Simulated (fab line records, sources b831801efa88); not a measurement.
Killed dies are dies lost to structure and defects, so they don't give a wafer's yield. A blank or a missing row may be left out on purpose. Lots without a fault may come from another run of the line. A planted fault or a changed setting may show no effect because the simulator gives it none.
fab line records | flow sfq_line
record lots=7 wafers=19 last_day=77
route steps=325 shown M4@148
lots that met no fault: from a run of the same line without faults
start_h: hours from the record's first day to the start of the lot's first wafer shown | wait_h: hours since the lot's step before | " the same as in the row above | L1.1+2: a row that stands for several wafers | - no value, or no start given | * or withheld: withheld | < > ~ a bound
route shown NAME@n: a module of which the file shows steps, and the number in the route of the first | usual: mean/standard deviation of fault-free wafers | same: alike in all rows | chamber/n: place in a boat | sites: the reading at each site | _std_site: their standard deviation | _edge_site: outer sites' mean less inner sites' | radius_mm: how far each site lies from the wafer's centre | mask NAME#n: copy n | behind: the tool/chamber that last shaped the wafer | hold: why the lot was held/for how many hours/how that ended | device: the transistor (n, p or np) that didn't switch | end of line: the same wafers' tests at the end of the route | a step without rows: its recipe alone | killed: dies lost to structure and defects at the first sort, not the wafer's yield | map: a wafer's dies, x killed, . not, _ none there
set.NAME: the setting as run; set.NAME@STEP: as run at that earlier step | model.NAME: the simulator's own value behind a step, which no gauge read
lots at some steps of the route; a table a step, a row a wafer
services: from which hour (start_h, from the record's first day; less than 0 if before it) a tool's chamber was out of use, for how many hours, and why
## steps
# step SFQ_TRILAYER_M4_DEP_PRE_CLEAN_092
# recipe gas=Ar time_s=22.5 bias_v=250
# step SFQ_TRILAYER_M4_DEP_SPUTTER_091
# recipe material=Nb base_pressure_pa=1.33e-06 chamber_pressure_pa=0.1333 substrate_temp_c=20 resputter_cathode_voltage_v=400 target_thk_nm=200 power_w=2000 time_s=133.3
# usual base_pressure_pa=1.34e-06/7.8e-08 throttle_valve_pct=30.0/0.84
# columns lot.wafer tool chamber start_h wait_h base_pressure_pa throttle_valve_pct
L287.2 pvd_sputter-06 - 766.10 0.0 1.5e-06 28.9
L287.4 " - " " 1.32e-06 31.1
L287.6 " - " " 1.45e-06 29.1
L292.2 pvd_sputter-03 - 797.09 0.0 1.26e-06 29.7
L292.5 " - " " 1.49e-06 30.3
L294.3 pvd_sputter-05 - 812.69 0.0 1.4e-06 29.5
L294.5 " - " " 1.23e-06 31.1
L295.1 pvd_sputter-03 - 816.09 0.0 1.26e-06 29.6
L295.3 " - " " 1.32e-06 29.2
L295.4 " - " " 1.3e-06 29.6
L303.1 pvd_sputter-03 - 878.01 0.0 1.34e-06 29.1
L303.4 " - " " 1.35e-06 29.9
L303.6 " - " " 1.41e-06 30.0
L304.2 pvd_sputter-05 - 881.61 0.0 1.16e-06 31.3
L304.3 " - " " 1.32e-06 31.2
L304.6 " - " " 1.39e-06 30.9
L305.1 pvd_sputter-06 - 884.01 0.0 1.33e-06 31.1
L305.2 " - " " 1.32e-06 29.0
L305.3 " - " " 1.33e-06 29.1
# step SFQ_M4_RS_MEAS_924
# recipe thk_meas_gauge=four-point-probe reads=Nb_of_TRILAYER_M4_DEP_SPUTTER_091
# usual M4_NB_RS=0.893/0.011
# columns lot.wafer tool chamber start_h wait_h M4_NB_RS[ohm/sq]
L287.2 film_metro-03 - 766.21 0.1 0.917
L287.4 " - " " 0.916
L287.6 " - " " 0.917
L292.2 film_metro-03 - 797.20 0.1 0.892
L292.5 " - " " 0.893
L294.3 film_metro-03 - 812.82 0.1 0.871
L294.5 " - " " 0.885
L295.1 film_metro-04 - 816.18 0.0 0.884
L295.3 " - " " 0.890
L295.4 " - " " 0.900
L303.1 film_metro-03 - 878.10 0.0 0.882
L303.4 " - " " 0.894
L303.6 " - " " 0.900
L304.2 film_metro-01 - 881.72 0.1 0.873
L304.3 " - " " 0.880
L304.6 " - " " 0.882
L305.1 film_metro-01 - 884.10 0.0 0.913
L305.2 " - " " 0.904
L305.3 " - " " 0.917
# step SFQ_TRILAYER_M4_LITHO_COAT_098
# recipe resist=BARC spin_rpm=3000 resist_thk_nm=62
# step SFQ_TRILAYER_M4_LITHO_COAT_093
# recipe resist=KrF spin_rpm=3000 resist_thk_nm=600
# step SFQ_TRILAYER_M4_LITHO_SOFTBAKE_097
# recipe temp_c=withheld time_s=withheld resist=KrF
# step SFQ_TRILAYER_M4_LITHO_EXPOSE_094
# recipe mask_id=M4 na=0.6 source_shape=conventional sigma_outer=0.65 target_cd_nm=500 dose_mj=14.4
# step SFQ_TRILAYER_M4_LITHO_PEB_096
# recipe peb_temp_c=115 peb_time_s=60 resist=KrF
# step SFQ_TRILAYER_M4_LITHO_DEVELOP_095
# recipe time_s=60 resist=KrF
# step SFQ_M4_OVL_MEAS_926
# usual M4_OVL=1/5.8
# columns lot.wafer tool chamber start_h wait_h M4_OVL[nm]
L287.2 overlay-02 - 817.51 0.1 8
L287.4 " - " " 0
L287.6 " - " " -5
L292.2 overlay-02 - 839.66 0.1 -3
L292.5 " - " " -1
L294.3 overlay-02 - 854.23 0.1 -4
L294.5 " - " " -1
L295.1 overlay-02 - 856.62 0.1 3
L295.3 " - " " 1
L295.4 " - " " -5
L303.1 overlay-01 - 914.22 0.1 5
L303.4 " - " " 5
L303.6 " - " " 4
L304.2 overlay-01 - 916.62 0.1 8
L304.3 " - " " 5
L304.6 " - " " 8
L305.1 overlay-02 - 920.22 0.1 -1
L305.2 " - " " 1
L305.3 " - " " -2
# step SFQ_TRILAYER_M4_BARC_OPEN_METAL_ETCH_123
# recipe mask_material=PR chemistry=O2 target_depth_nm=125 target=BARC icp_w=600 bias_w=80 pressure_mtorr=10 time_s=41.7
# usual drypump_motor_current_A=5.8/0.38 oes_product_au=0.685/0.005
# columns lot.wafer tool chamber start_h wait_h drypump_motor_current_A oes_product_au rf_hours_counter_h
L287.2 rie_metal-02 1 817.54 0.0 5.6 0.684 121
L287.4 " 0 " " 6.3 0.684 -
L287.6 " 0 " " 6.3 0.685 -
L292.2 rie_metal-04 1 839.69 0.0 5.8 0.688 39
L292.5 " 0 " " 6.0 0.684 -
L294.3 rie_metal-04 1 854.27 0.0 5.8 0.683 -
L294.5 " 1 " " 5.8 0.686 -
L295.1 rie_metal-04 1 856.65 0.0 5.8 0.685 42
L295.3 " 0 " " 6.0 0.688 -
L295.4 " 1 " " 5.8 0.680 -
L303.1 rie_metal-04 0 914.25 0.0 6.0 0.691 70
L303.4 " 1 " " 5.8 0.682 -
L303.6 " 0 " " 6.0 0.681 -
L304.2 rie_metal-02 0 916.65 0.0 6.4 0.690 121
L304.3 " 0 " " 6.3 0.688 -
L304.6 " 0 " " 6.3 0.670 -
L305.1 rie_metal-01 0 920.25 0.0 5.0 0.684 155
L305.2 " 1 " " 5.8 0.694 140
L305.3 " 0 " " 5.0 0.692 -
# step SFQ_TRILAYER_M4_ETCH_METAL_ETCH_096
# recipe target=Nb stop_on=SiO2 mask_material=PR chemistry=Cl2/Ar target_depth_nm=240 icp_w=600 bias_w=80 pressure_mtorr=10 time_s=120
# usual drypump_motor_current_A=5.8/0.38 oes_product_au=0.892/0.0081
# columns lot.wafer tool chamber start_h wait_h drypump_motor_current_A oes_product_au rf_hours_counter_h model.KrF_of_TRILAYER_M4_LITHO_COAT_093.thk_nm model.M4.feature_depth_nm model.SiO2_of_TRILAYER_I3_DEP_PECVD_081.thk_nm
L287.2 rie_metal-02 1 817.60 0.0 5.6 0.875 121 380 193.2 193.1
L287.4 " 0 " " 6.3 0.883 - 384.3 194.1 190.8
L287.6 " 0 " " 6.4 0.882 - 383.7 193.4 192.6
L292.2 rie_metal-04 1 839.75 0.0 5.9 0.891 39 375.6 198.8 193.3
L292.5 " 0 " " 6.0 0.891 - 292.7 214.1 179.6
L294.3 rie_metal-04 1 854.35 0.1 5.8 0.904 - 282.6 220.4 177.8
L294.5 " 1 " " 5.8 0.898 - 283.6 216.6 177.9
L295.1 rie_metal-04 1 856.71 0.0 5.8 0.896 42 374.4 201.1 192.8
L295.3 " 0 " " 6.0 0.895 - 290.6 215.7 179.5
L295.4 " 1 " " 5.8 0.881 - 374.5 197.8 192.7
L303.1 rie_metal-04 0 914.31 0.0 6.0 0.898 70 377.5 201.1 192.7
L303.4 " 1 " " 5.8 0.886 - 371.6 198.2 190.8
L303.6 " 0 " " 6.0 0.897 - 381.2 196.8 192
L304.2 rie_metal-02 0 916.71 0.0 6.4 0.906 121 380.3 203.2 192.3
L304.3 " 0 " " 6.4 0.898 - 381.3 202 191.3
L304.6 " 0 " " 6.4 0.896 - 381.2 201.4 191.1
L305.1 rie_metal-01 0 920.31 0.0 5.0 0.886 155 379.6 194.9 192.1
L305.2 " 1 " " 5.8 0.879 140 384.6 196.9 194.3
L305.3 " 0 " " 5.0 0.869 - 379.2 193.8 191.1
# step SFQ_TRILAYER_M4_STRIP_STRIP_097
# recipe gas=O2 power_w=200 platen_temp_c=40 overash_fraction=0.65 chemistry=O2 pressure_mtorr=50
# usual drypump_motor_current_A=5.8/0.38 oes_product_au=1.007/0.013
# columns lot.wafer tool chamber start_h wait_h drypump_motor_current_A oes_product_au rf_hours_counter_h
L287.2 rie_metal-02 1 817.72 0.1 5.6 1.011 121
L287.4 " 0 " " 6.3 0.995 -
L287.6 " 0 " " 6.4 1.001 -
L292.2 rie_metal-04 1 839.88 0.1 5.8 1.033 39
L292.5 " 0 " " 6.0 0.991 -
L294.3 rie_metal-04 1 854.64 0.2 5.8 1.026 -
L294.5 " 1 " " 5.8 1.032 -
L295.1 rie_metal-04 1 856.84 0.1 5.8 1.029 42
L295.3 " 0 " " 6.0 1.004 -
L295.4 " 1 " " 5.8 1.020 -
L303.1 rie_metal-04 0 914.44 0.1 6.0 0.996 70
L303.4 " 1 " " 5.8 1.029 -
L303.6 " 0 " " 6.0 0.981 -
L304.2 rie_metal-02 0 916.84 0.1 6.3 0.983 121
L304.3 " 0 " " 6.4 1.005 -
L304.6 " 0 " " 6.3 0.991 -
L305.1 rie_metal-01 0 920.44 0.1 5.0 1.014 155
L305.2 " 1 " " 5.8 1.002 140
L305.3 " 0 " " 5.0 1.016 -
## services
# columns tool chamber start_h hours kind
pvd_sputter-05 - 743.54 2.0 repair
rie_metal-04 0 744.87 3.7 repair
pvd_sputter-05 - 747.11 15.2 repair
pvd_sputter-03 1 769.83 - consumable_replace:kit
pvd_sputter-03 1 769.83 18.0 scheduled_down
pvd_sputter-03 1 769.83 18.0 vent_cycle
pvd_sputter-03 - 773.11 23.6 repair
pvd_sputter-05 - 849.34 4.1 repair
pvd_sputter-03 - 866.98 0.5 repair
rie_metal-04 0 894.63 3.3 repair
rie_metal-04 1 898.53 3.0 repair
pvd_sputter-06 - 914.01 2.9 repair
## key
first_sign none at tools or gauges
model_effect step=SFQ_TRILAYER_M4_ETCH_METAL_ETCH_096 value=KrF_of_TRILAYER_M4_LITHO_COAT_093.thk_nm without=380.3 struck=287.4
met_at SFQ_TRILAYER_M4_ETCH_METAL_ETCH_096
struck_wafers L292.5,L294.3,L294.5,L295.3
fault kind=process_parameter_drift tool=rie_metal-04 chamber=- onset_h=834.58 steps=SFQ_TRILAYER_M4_ETCH_METAL_ETCH_096 channel=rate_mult offset=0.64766 shape=step end_h=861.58 scope=struck_wafers_only
